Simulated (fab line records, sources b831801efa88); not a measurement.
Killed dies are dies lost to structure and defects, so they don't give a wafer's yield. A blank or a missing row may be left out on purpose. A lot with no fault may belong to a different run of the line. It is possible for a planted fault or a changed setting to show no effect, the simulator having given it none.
Which of the tools did it? :: flow gf180mcu :: 13 lots with 39 wafers sampled at 5 steps, on a route of 602 steps

WHAT THE GAUGES SHOWED, per wafer
GF_V4_BOW_MEAS_05.
lot: L549
measured: day 24 16:42
on: film_metro-01
V4_BOW (um): 140 138 146

lot: L551
measured: day 24 21:15
on: film_metro-03
V4_BOW (um): 140 140 148

lot: L552
measured: day 25 04:25
on: film_metro-02
V4_BOW (um): 132 126 134

lot: L560
measured: day 27 18:45
on: film_metro-02
V4_BOW (um): 145 153 141

lot: L561
measured: day 27 21:36
on: film_metro-02
V4_BOW (um): 138 127 139

lot: L562
measured: day 28 14:11
on: film_metro-03
V4_BOW (um): 142 142 140

lot: L563
measured: day 28 16:59
on: film_metro-02
V4_BOW (um): 141 139 133

lot: L564
measured: day 29 07:08
on: film_metro-01
V4_BOW (um): 124 138 136

lot: L565
measured: day 29 09:13
on: film_metro-02
V4_BOW (um): 134 144 120

lot: L566
measured: day 29 11:20
on: film_metro-02
V4_BOW (um): 140 138 143

lot: L567
measured: day 29 15:14
on: film_metro-03
V4_BOW (um): 147 151 152

lot: L568
measured: day 30 04:36
on: film_metro-03
V4_BOW (um): 143 131 137

lot: L570
measured: day 31 01:27
on: film_metro-01
V4_BOW (um): 134 127 129

GF_PASSIVATION_THK_MEAS_03.
lot: L549
measured: day 29 04:13
on: film_metro-02
PASSIVATION_CVD_02_THK (nm): 702 711 720

lot: L551
measured: day 29 10:01
on: film_metro-02
PASSIVATION_CVD_02_THK (nm): 1194 702 1229

lot: L552
measured: day 29 16:46
on: film_metro-03
PASSIVATION_CVD_02_THK (nm): 703 1222 704

lot: L560
measured: day 32 00:44
on: film_metro-03
PASSIVATION_CVD_02_THK (nm): 700 705 711

lot: L561
measured: day 32 01:59
on: film_metro-02
PASSIVATION_CVD_02_THK (nm): 685 692 688

lot: L562
measured: day 32 16:01
on: film_metro-03
PASSIVATION_CVD_02_THK (nm): 690 703 715

lot: L563
measured: day 32 17:32
on: film_metro-03
PASSIVATION_CVD_02_THK (nm): 695 699 681

lot: L564
measured: day 33 05:06
on: film_metro-01
PASSIVATION_CVD_02_THK (nm): 709 708 713

lot: L565
measured: day 33 06:45
on: film_metro-01
PASSIVATION_CVD_02_THK (nm): 700 710 707

lot: L566
measured: day 33 11:44
on: film_metro-03
PASSIVATION_CVD_02_THK (nm): 693 689 714

lot: L567
measured: day 33 14:10
on: film_metro-03
PASSIVATION_CVD_02_THK (nm): 694 714 706

lot: L568
measured: day 33 22:28
on: film_metro-02
PASSIVATION_CVD_02_THK (nm): 708 692 714

lot: L570
measured: day 34 16:59
on: film_metro-03
PASSIVATION_CVD_02_THK (nm): 705 701 717

TOOL THAT RAN EACH LOT (tool first, then ch and the chambers of the sampled wafers, then the start)
lot: L549
GF_V3_SPUTTER_21: pvd_sputter-04, day 23 08:01
GF_M4_SPUTTER_03: pvd_sputter-01, day 23 08:52
GF_PASSIVATION_CVD_02: pecvd-03 ch 1,2, day 29 03:55

lot: L551
GF_V3_SPUTTER_21: pvd_sputter-04, day 23 22:10
GF_M4_SPUTTER_03: pvd_sputter-02, day 23 23:02
GF_PASSIVATION_CVD_02: pecvd-03 ch 0,1,2, day 29 09:43

lot: L552
GF_V3_SPUTTER_21: pvd_sputter-04, day 24 05:55
GF_M4_SPUTTER_03: pvd_sputter-03, day 24 06:46
GF_PASSIVATION_CVD_02: pecvd-03 ch 1,2, day 29 16:28

lot: L560
GF_V3_SPUTTER_21: pvd_sputter-03, day 26 20:01
GF_M4_SPUTTER_03: pvd_sputter-03, day 26 20:52
GF_PASSIVATION_CVD_02: pecvd-02 ch 1,2, day 32 00:18

lot: L561
GF_V3_SPUTTER_21: pvd_sputter-03, day 26 23:35
GF_M4_SPUTTER_03: pvd_sputter-02, day 27 00:26
GF_PASSIVATION_CVD_02: pecvd-02 ch 1,2, day 32 01:31

lot: L562
GF_V3_SPUTTER_21: pvd_sputter-03, day 27 15:24
GF_M4_SPUTTER_03: pvd_sputter-01, day 27 16:15
GF_PASSIVATION_CVD_02: pecvd-03 ch 1,2, day 32 15:42

lot: L563
GF_V3_SPUTTER_21: pvd_sputter-03, day 27 18:37
GF_M4_SPUTTER_03: pvd_sputter-03, day 27 19:29
GF_PASSIVATION_CVD_02: pecvd-03 ch 0,1,2, day 32 17:16

lot: L564
GF_V3_SPUTTER_21: pvd_sputter-03, day 28 09:41
GF_M4_SPUTTER_03: pvd_sputter-02, day 28 10:32
GF_PASSIVATION_CVD_02: pecvd-01 ch 1,2, day 33 04:47

lot: L565
GF_V3_SPUTTER_21: pvd_sputter-04, day 28 11:54
GF_M4_SPUTTER_03: pvd_sputter-03, day 28 12:49
GF_PASSIVATION_CVD_02: pecvd-03 ch 1,2, day 33 06:26

lot: L566
GF_V3_SPUTTER_21: pvd_sputter-03, day 28 14:10
GF_M4_SPUTTER_03: pvd_sputter-03, day 28 15:02
GF_PASSIVATION_CVD_02: pecvd-02 ch 0,1,2, day 33 11:26

lot: L567
GF_V3_SPUTTER_21: pvd_sputter-04, day 28 17:12
GF_M4_SPUTTER_03: pvd_sputter-02, day 28 18:03
GF_PASSIVATION_CVD_02: pecvd-02 ch 1,2, day 33 13:52

lot: L568
GF_V3_SPUTTER_21: pvd_sputter-02, day 29 07:37
GF_M4_SPUTTER_03: pvd_sputter-03, day 29 08:29
GF_PASSIVATION_CVD_02: pecvd-03 ch 0,1,2, day 33 22:11

lot: L570
GF_V3_SPUTTER_21: pvd_sputter-04, day 30 05:05
GF_M4_SPUTTER_03: pvd_sputter-02, day 30 05:56
GF_PASSIVATION_CVD_02: pecvd-02 ch 0,2, day 34 16:42
- GF_V3_SPUTTER_21: material Ti, target thk 15 nm, time 80.02 s.
- GF_M4_SPUTTER_03: material Ti, target thk 10 nm, time 6.7 s.
- GF_PASSIVATION_CVD_02: deposits Si3N4, target thk 700 nm, time 486.18 s.

AS READ BY THE TOOLS THEMSELVES (means over the sampled wafers that have a number; for cases with no such wafer, the mark the record gives instead)
GF_V3_SPUTTER_21.
lot: L549
tool: pvd_sputter-04
throttle_valve_pct (%): 30.8

lot: L551
tool: pvd_sputter-04
throttle_valve_pct (%): 30.5

lot: L552
tool: pvd_sputter-04
throttle_valve_pct (%): 31.3

lot: L560
tool: pvd_sputter-03
throttle_valve_pct (%): 29.8

lot: L561
tool: pvd_sputter-03
throttle_valve_pct (%): 29.8

lot: L562
tool: pvd_sputter-03
throttle_valve_pct (%): 29.3

lot: L563
tool: pvd_sputter-03
throttle_valve_pct (%): 29.8

lot: L564
tool: pvd_sputter-03
throttle_valve_pct (%): 29.7

lot: L565
tool: pvd_sputter-04
throttle_valve_pct (%): 31.0

lot: L566
tool: pvd_sputter-03
throttle_valve_pct (%): 29.4

lot: L567
tool: pvd_sputter-04
throttle_valve_pct (%): 30.9

lot: L568
tool: pvd_sputter-02
throttle_valve_pct (%): 30.0

lot: L570
tool: pvd_sputter-04
throttle_valve_pct (%): 30.3

GF_M4_SPUTTER_03.
lot: L549
tool: pvd_sputter-01
throttle_valve_pct (%): 29.5

lot: L551
tool: pvd_sputter-02
throttle_valve_pct (%): 30.7

lot: L552
tool: pvd_sputter-03
throttle_valve_pct (%): 29.8

lot: L560
tool: pvd_sputter-03
throttle_valve_pct (%): 29.6

lot: L561
tool: pvd_sputter-02
throttle_valve_pct (%): 28.9

lot: L562
tool: pvd_sputter-01
throttle_valve_pct (%): 30.1

lot: L563
tool: pvd_sputter-03
throttle_valve_pct (%): 29.4

lot: L564
tool: pvd_sputter-02
throttle_valve_pct (%): 29.5

lot: L565
tool: pvd_sputter-03
throttle_valve_pct (%): 29.5

lot: L566
tool: pvd_sputter-03
throttle_valve_pct (%): 29.9

lot: L567
tool: pvd_sputter-02
throttle_valve_pct (%): 29.3

lot: L568
tool: pvd_sputter-03
throttle_valve_pct (%): 30.0

lot: L570
tool: pvd_sputter-02
throttle_valve_pct (%): 29.0

GF_PASSIVATION_CVD_02.
lot: L549
tool: pecvd-03
heater_power_w (W): 808

lot: L551
tool: pecvd-03
heater_power_w (W): 711

lot: L552
tool: pecvd-03
heater_power_w (W): 857

lot: L560
tool: pecvd-02
heater_power_w (W): 755

lot: L561
tool: pecvd-02
heater_power_w (W): 782

lot: L562
tool: pecvd-03
heater_power_w (W): 750

lot: L563
tool: pecvd-03
heater_power_w (W): 732

lot: L564
tool: pecvd-01
heater_power_w (W): 550

lot: L565
tool: pecvd-03
heater_power_w (W): 797

lot: L566
tool: pecvd-02
heater_power_w (W): 774

lot: L567
tool: pecvd-02
heater_power_w (W): 670

lot: L568
tool: pecvd-03
heater_power_w (W): 750

lot: L570
tool: pecvd-02
heater_power_w (W): 650

THE ANSWER, worked out from the rows above alone
Rule: usual is defined by the lots themselves. The widest of any qualifying gaps counts: lots, ordered by their means at a reading, are off when they make up no more than a third of the lots, leave a main group of 4 or more, and stand apart from it by 3 or more times the standard deviation of that group's means. The tables above print the reading to a certain number of digits; a main group whose means all agree to those digits is not used. A lot without any number at a reading at which 4 lots or more have one is off too. Any other lot the step has rows for is counted as sound. The gauges are gone through in route order, then the tools' own readings, and for those a lot's mean is taken as printed above. At the first step where some lot is off, the reading lying furthest off is the one used; lots without a number count as furthest.
Off: at GF_PASSIVATION_THK_MEAS_03 (PASSIVATION_CVD_02_THK), L551, L552. Main group: mean 703 nm, sd 6.8.
A tool fits if, at a process step before that reading, it ran every lot that is off, and no sound lot after the first of them. Gauges at GF_PASSIVATION_THK_MEAS_03: tried the same way as those tools. Not one of the candidates tried fits.

WHAT THE SIMULATOR HAD INSERTED
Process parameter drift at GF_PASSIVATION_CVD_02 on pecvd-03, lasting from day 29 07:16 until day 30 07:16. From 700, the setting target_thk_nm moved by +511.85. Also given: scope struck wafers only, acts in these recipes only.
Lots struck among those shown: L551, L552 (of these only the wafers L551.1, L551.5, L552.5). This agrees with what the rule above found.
